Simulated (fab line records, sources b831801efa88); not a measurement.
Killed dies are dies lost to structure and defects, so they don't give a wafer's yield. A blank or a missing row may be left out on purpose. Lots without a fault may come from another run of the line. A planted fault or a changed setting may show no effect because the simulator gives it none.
Which tool did it? | flow gf180mcu | 12 lots, 36 wafers sampled, at 5 steps of a route of 602

WHAT THE GAUGES READ, wafer by wafer
GF_STI_THK_MEAS_04.
lot  | measured    | on            | STI_CVD_03_THK (nm)
L565 | day 1 13:34 | film_metro-02 | 204.3 203.2 204.7
L566 | day 1 19:52 | film_metro-03 | 205.8 205.1 204.0
L567 | day 2 00:33 | film_metro-01 | 204.2 206.7 203.1
L568 | day 2 04:35 | film_metro-03 | 203.8 203.3 205.2
L569 | day 2 09:34 | film_metro-01 | 205.0 205.6 206.7
L570 | day 2 18:24 | film_metro-01 | 203.0 203.0 202.4
L571 | day 2 19:36 | film_metro-03 | 211.7 208.8 209.5
L572 | day 3 00:38 | film_metro-01 | 207.0 208.0 207.6
L573 | day 3 06:52 | film_metro-03 | 206.6 207.1 206.8
L574 | day 3 10:35 | film_metro-03 | 206.9 205.9 206.6
L583 | day 5 07:34 | film_metro-02 | 209.1 208.5 208.4
L587 | day 6 03:34 | film_metro-02 | 203.6 205.0 203.9

GF_VT_IMPLANT_OVL_MEAS_29.
lot  | measured     | on         | VT_IMPLANT_02_OVL (nm)
L565 | day 6 21:28  | overlay-01 | 0.3 0.7 0.8
L566 | day 7 07:35  | overlay-02 | -0.7 -1.5 -1.0
L567 | day 7 10:38  | overlay-02 | -2.1 -2.4 1.4
L568 | day 7 16:23  | overlay-01 | 0.4 -0.6 0.6
L569 | day 7 22:59  | overlay-01 | -0.5 -2.0 -1.8
L570 | day 8 07:14  | overlay-02 | -0.7 -0.8 2.2
L571 | day 8 09:38  | overlay-01 | 0.4 1.4 1.7
L572 | day 8 12:11  | overlay-02 | -1.5 -1.6 -1.7
L573 | day 8 17:50  | overlay-01 | -0.2 -3.1 0.3
L574 | day 8 23:29  | overlay-02 | -1.4 0.0 -0.5
L583 | day 11 05:55 | overlay-01 | 0.7 -0.7 -0.2
L587 | day 12 03:52 | overlay-02 | -1.4 0.3 -0.4

GF_POLY_GATE_OVL_MEAS_11.
lot  | measured     | on         | POLY_GATE_OVL (nm)
L565 | day 8 23:37  | overlay-02 | 2 1 3
L566 | day 9 07:08  | overlay-02 | 0 4 -1
L567 | day 9 07:32  | overlay-02 | 10 -1 12
L568 | day 9 14:04  | overlay-02 | 5 -4 -4
L569 | day 9 23:08  | overlay-02 | -7 -8 -1
L570 | day 10 07:29 | overlay-01 | 4 2 2
L571 | day 10 12:42 | overlay-02 | -7 -4 -5
L572 | day 10 18:57 | overlay-01 | -8 7 1
L573 | day 11 04:27 | overlay-01 | 4 -3 -5
L574 | day 11 11:03 | overlay-02 | 8 9 2
L583 | day 14 05:04 | overlay-01 | 4 10 6
L587 | day 15 07:26 | overlay-02 | 2 -6 -6

WHICH TOOL RAN EACH LOT (tool, then ch and the chambers of the sampled wafers, then the start)
lot  | GF_VT_IMPLANT_COAT_02             | GF_VT_IMPLANT_STRIP_09
L565 | litho_track-04 ch 0, day 5 08:34  | plasma_asher-03 ch 0,1, day 5 16:01
L566 | litho_track-04 ch 0, day 5 17:02  | plasma_asher-02 ch 0,1, day 6 00:42
L567 | litho_track-04 ch 0, day 5 21:07  | plasma_asher-03 ch 0,1, day 6 04:37
L568 | litho_track-01 ch 0, day 6 01:41  | plasma_asher-03 ch 0,1, day 6 09:45
L569 | litho_track-04 ch 0, day 6 08:41  | plasma_asher-03 ch 0,1, day 6 16:27
L570 | litho_track-03 ch 0, day 6 18:04  | plasma_asher-03 ch 0,1, day 7 02:04
L571 | litho_track-04 ch 0, day 6 22:32  | plasma_asher-02 ch 0,1, day 7 06:35
L572 | litho_track-04 ch 0, day 7 02:50  | plasma_asher-02 ch 0,1, day 7 10:31
L573 | litho_track-04 ch 0, day 7 10:49  | plasma_asher-02 ch 0,1, day 7 19:02
L574 | litho_track-04 ch 0, day 7 16:13  | plasma_asher-04 ch 0,1, day 7 23:53
L583 | litho_track-01 ch 0, day 9 07:44  | plasma_asher-02 ch 0,1, day 9 16:37
L587 | litho_track-01 ch 0, day 10 07:20 | plasma_asher-04 ch 0, day 10 15:52
- GF_VT_IMPLANT_COAT_02: resist thk 1000 nm.
- GF_VT_IMPLANT_STRIP_09: strips in O2/N2.

WHAT THE TOOLS THEMSELVES READ (means of the sampled wafers that have a number; where no wafer has one, the mark that the record gives instead)
GF_VT_IMPLANT_STRIP_09.
lot  | tool            | chamber_pressure_mTorr (mTorr) | drypump_motor_current_A (A) | heater_power_w (W) | oes_product_au (a.u.) | strip_time_to_endpoint_s (s)
L565 | plasma_asher-03 | 1499.6                         | 5.8                         | 351                | 0.718                 | 12.61
L566 | plasma_asher-02 | 1499.0                         | 5.5                         | 299                | 0.714                 | 12.59
L567 | plasma_asher-03 | 1499.8                         | 5.8                         | 328                | 0.715                 | 12.63
L568 | plasma_asher-03 | 1499.6                         | 5.8                         | 341                | 0.712                 | 12.60
L569 | plasma_asher-03 | 1500.9                         | 5.8                         | 327                | 0.716                 | 12.57
L570 | plasma_asher-03 | 1500.5                         | 5.8                         | 349                | 0.715                 | 12.70
L571 | plasma_asher-02 | 1501.2                         | 5.5                         | 296                | 0.715                 | 12.63
L572 | plasma_asher-02 | 1499.9                         | 5.5                         | 297                | 0.716                 | 12.60
L573 | plasma_asher-02 | 1500.6                         | 5.9                         | 313                | 0.716                 | 12.58
L574 | plasma_asher-04 | 1500.4                         | 5.7                         | 334                | 0.716                 | 12.43
L583 | plasma_asher-02 | 1499.7                         | 5.9                         | 312                | 0.717                 | 12.59
L587 | plasma_asher-04 | 1500.7                         | 5.8                         | 311                | 0.717                 | 12.63

THE ANSWER, worked out from the rows above alone
Rule: what is usual is taken from the lots themselves. Put in order of their means at a reading, lots are off if they are a third of the lots or fewer, leave a main group of 4 or more, and stand apart from it by a gap of 3 or more times the standard deviation of the main group's means; of several such gaps the widest counts. A main group whose means are all the same, to the digits that the tables above print for the reading, isn't used. A lot without any number at a reading at which 4 lots or more have one is off too. The other lots that the step has rows for count as sound. The gauges are gone through in route order, then the tools' own readings, and for those a lot's mean is taken as printed above. The first step at which some lot is off is used, and at that step the reading that is off furthest; a lot without a number counts as furthest.
Off: L574, at GF_VT_IMPLANT_STRIP_09 (strip_time_to_endpoint_s). The main group: mean 12.61 s, standard deviation 0.034.
A tool fits if, at that step or a process step before it, it ran every lot that is off, and no sound lot after the first of them. One fits: litho_track-04 at GF_VT_IMPLANT_COAT_02. Its last sound lot is L573 (day 7 10:49), its first lot that is off L574 (day 7 16:13): a fault that began between those two fits.

WHAT THE SIMULATOR HAD PUT IN
Process parameter drift: litho_track-04, from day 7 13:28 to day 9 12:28, at GF_VT_IMPLANT_COAT_02. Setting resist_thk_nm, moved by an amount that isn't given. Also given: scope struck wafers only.
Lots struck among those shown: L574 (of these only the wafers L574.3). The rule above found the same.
